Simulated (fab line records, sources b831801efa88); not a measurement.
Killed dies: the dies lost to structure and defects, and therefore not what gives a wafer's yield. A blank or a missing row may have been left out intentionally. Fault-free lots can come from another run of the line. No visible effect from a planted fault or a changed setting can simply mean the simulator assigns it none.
Which tool was responsible? + flow gf180mcu + 14 lots, 42 wafers sampled, at 4 steps of a route of 602

== WHAT THE GAUGES SHOWED, per wafer ==
GF_NSD_OVL_MEAS_08.
| lot  | measured     | on         | NSD_OVL (nm)   |
|------|--------------|------------|----------------|
| L233 | day 13 09:38 | overlay-02 | 0.1 -1.2 0.1   |
| L234 | day 13 15:29 | overlay-02 | -0.7 -2.0 -0.6 |
| L241 | day 16 00:40 | overlay-02 | -0.1 0.8 -1.1  |
| L242 | day 16 11:57 | overlay-01 | -1.4 0.0 -3.0  |
| L243 | day 16 18:42 | overlay-02 | 1.0 -0.7 -1.1  |
| L244 | day 17 01:26 | overlay-01 | -3.3 -1.3 -0.8 |
| L246 | day 17 20:28 | overlay-02 | -3.2 -1.9 -1.7 |
| L247 | day 18 01:12 | overlay-01 | -3.4 -0.5 -0.4 |
| L249 | day 18 17:28 | overlay-01 | 1.1 1.0 1.2    |
| L251 | day 19 09:59 | overlay-01 | -1.4 -0.7 -0.9 |
| L252 | day 19 20:37 | overlay-01 | 1.2 -1.7 -2.5  |
| L253 | day 20 06:25 | overlay-01 | 0.8 2.0 3.4    |
| L254 | day 20 10:51 | overlay-02 | -2.4 -2.6 -1.8 |
| L256 | day 21 10:01 | overlay-02 | -0.6 -2.3 -2.9 |

GF_SALICIDE_THK_MEAS_05: measures by xrf.
| lot  | measured     | on           | SALICIDE_TIN_THK (nm) |
|------|--------------|--------------|-----------------------|
| L233 | day 15 05:12 | filmMetro-01 | 20.07 20.09 20.06     |
| L234 | day 15 11:59 | filmMetro-01 | 20.51 20.25 20.29     |
| L244 | day 19 01:37 | filmMetro-02 | 20.08 20.38 20.38     |
| L246 | day 19 20:20 | filmMetro-02 | 19.52 19.95 19.90     |
| L247 | day 20 02:54 | filmMetro-01 | 20.43 20.29 20.07     |
| L249 | day 20 19:37 | filmMetro-02 | 20.08 20.49 19.82     |
| L251 | day 21 12:16 | filmMetro-02 | 20.10 20.27 20.75     |
| L252 | day 21 21:52 | filmMetro-02 | 20.38 20.31 20.22     |
| L253 | day 22 07:38 | filmMetro-02 | 21.08 20.53 20.71     |
| L254 | day 22 12:32 | filmMetro-04 | 20.38 20.38 20.35     |
| L256 | day 23 10:50 | filmMetro-04 | 20.56 20.19 20.37     |

GF_CONTACT_CD_MEAS_14: the cd target is 220 nm.
| lot  | measured     | on       | cdNm (nm)         |
|------|--------------|----------|-------------------|
| L233 | day 16 03:11 | cdSem-02 | 221.4 220.2 220.9 |
| L234 | day 16 09:45 | cdSem-01 | 220.4 219.5 220.9 |
| L244 | day 20 03:24 | cdSem-02 | 220.0 221.5 219.3 |
| L246 | day 20 21:31 | cdSem-01 | 219.0 219.5 219.2 |
| L247 | day 21 04:04 | cdSem-02 | 221.0 221.3 220.9 |
| L249 | day 21 20:33 | cdSem-02 | 221.0 221.9 221.4 |
| L251 | day 22 12:17 | cdSem-02 | 218.2 219.4 217.4 |
| L252 | day 22 22:11 | cdSem-01 | 221.4 219.5 219.9 |
| L253 | day 23 08:11 | cdSem-02 | 219.7 221.1 220.7 |
| L254 | day 23 12:52 | cdSem-01 | 220.5 218.4 218.2 |
| L256 | day 24 09:43 | cdSem-01 | 220.4 221.4 219.8 |

== TOOL THAT RAN EACH LOT (tool first, then ch and the chambers of the sampled wafers, then the start) ==
| lot  | GF_SAB_STRIP_13                     |
|------|-------------------------------------|
| L233 | plasmaAsher-02 ch 0,1, day 15 04:50 |
| L234 | plasmaAsher-01 ch 1, day 15 11:38   |
| L241 | plasmaAsher-01 ch 0,1, day 17 21:17 |
| L242 | plasmaAsher-02 ch 0, day 18 09:11   |
| L243 | plasmaAsher-02 ch 0,1, day 18 17:34 |
| L244 | plasmaAsher-02 ch 0,1, day 19 01:10 |
| L246 | plasmaAsher-04 ch 0,1, day 19 19:55 |
| L247 | plasmaAsher-01 ch 0, day 20 02:32   |
| L249 | plasmaAsher-02 ch 0,1, day 20 19:14 |
| L251 | plasmaAsher-01 ch 0,1, day 21 11:52 |
| L252 | plasmaAsher-04 ch 0,1, day 21 21:31 |
| L253 | plasmaAsher-02 ch 0,1, day 22 07:16 |
| L254 | plasmaAsher-04 ch 0,1, day 22 12:10 |
| L256 | plasmaAsher-04 ch 0,1, day 23 10:25 |
- GF_SAB_STRIP_13: strips in O2/N2.

== AS READ BY THE TOOLS THEMSELVES (means over the sampled wafers that have a number; for cases with no such wafer, the mark the record gives instead) ==
GF_SAB_STRIP_13.
| lot  | tool           | chamberPressureMTorr (mTorr) | drypumpMotorCurrentA (A) | heaterPowerW (W) | oesProductAu (a.u.) | platenTempC (C) | stripTimeToEndpointS (s) |
|------|----------------|------------------------------|--------------------------|------------------|---------------------|-----------------|--------------------------|
| L233 | plasmaAsher-02 | 1499.3                       | 5.5                      | 300              | 0.709               | 250.23          | 12.631                   |
| L234 | plasmaAsher-01 | 1500.8                       | 5.3                      | 331              | 0.707               | 250.02          | 12.629                   |
| L241 | plasmaAsher-01 | -                            | -                        | -                | -                   | -               | -                        |
| L242 | plasmaAsher-02 | -                            | -                        | -                | -                   | -               | -                        |
| L243 | plasmaAsher-02 | -                            | -                        | -                | -                   | -               | -                        |
| L244 | plasmaAsher-02 | 1500.1                       | 5.5                      | 277              | 0.709               | 249.93          | 12.589                   |
| L246 | plasmaAsher-04 | 1501.4                       | 5.0                      | 336              | 0.708               | 250.08          | 12.572                   |
| L247 | plasmaAsher-01 | 1498.5                       | 6.6                      | 311              | 0.713               | 250.00          | 12.633                   |
| L249 | plasmaAsher-02 | 1499.8                       | 5.4                      | 295              | 0.708               | 249.91          | 12.608                   |
| L251 | plasmaAsher-01 | 1499.6                       | 5.7                      | 320              | 0.712               | 250.15          | 12.652                   |
| L252 | plasmaAsher-04 | 1499.8                       | 5.0                      | 315              | 0.708               | 249.93          | 12.631                   |
| L253 | plasmaAsher-02 | 1500.3                       | 5.6                      | 280              | 0.710               | 250.02          | 12.602                   |
| L254 | plasmaAsher-04 | 1501.3                       | 5.1                      | 314              | 0.708               | 249.79          | 12.623                   |
| L256 | plasmaAsher-04 | 1499.1                       | 5.1                      | 315              | 0.712               | 249.85          | 12.572                   |

== THE ANSWER, worked out from the rows above alone ==
Rule: the lots themselves supply what counts as usual. The widest of any qualifying gaps counts: lots, ordered by their means at a reading, are off when they make up no more than a third of the lots, leave a main group of 4 or more, and stand apart from it by 3 or more times the standard deviation of that group's means. A main group whose means are all the same, to the digits that the tables above print for the reading, isn't used. Also off: a lot with no number at a reading for which 4 or more lots have one. Any other lot the step has rows for is counted as sound. Order of review: gauges by route order, followed by the tools' own readings, for which a lot's mean as printed above is used. The first step at which some lot is off is used, and at that step the reading that is off furthest; a lot without a number counts as furthest.
Off at GF_SAB_STRIP_13 (chamberPressureMTorr): L241, L242, L243. Without a number there: L241, L242, L243. The main group has a mean of 1500.0 mTorr with a standard deviation of 0.86.
A tool fits if, at that step or a process step before it, it ran every lot that is off, and no sound lot after the first of them. No candidate that was tried fits.

== WHAT WAS PUT IN BY THE SIMULATOR ==
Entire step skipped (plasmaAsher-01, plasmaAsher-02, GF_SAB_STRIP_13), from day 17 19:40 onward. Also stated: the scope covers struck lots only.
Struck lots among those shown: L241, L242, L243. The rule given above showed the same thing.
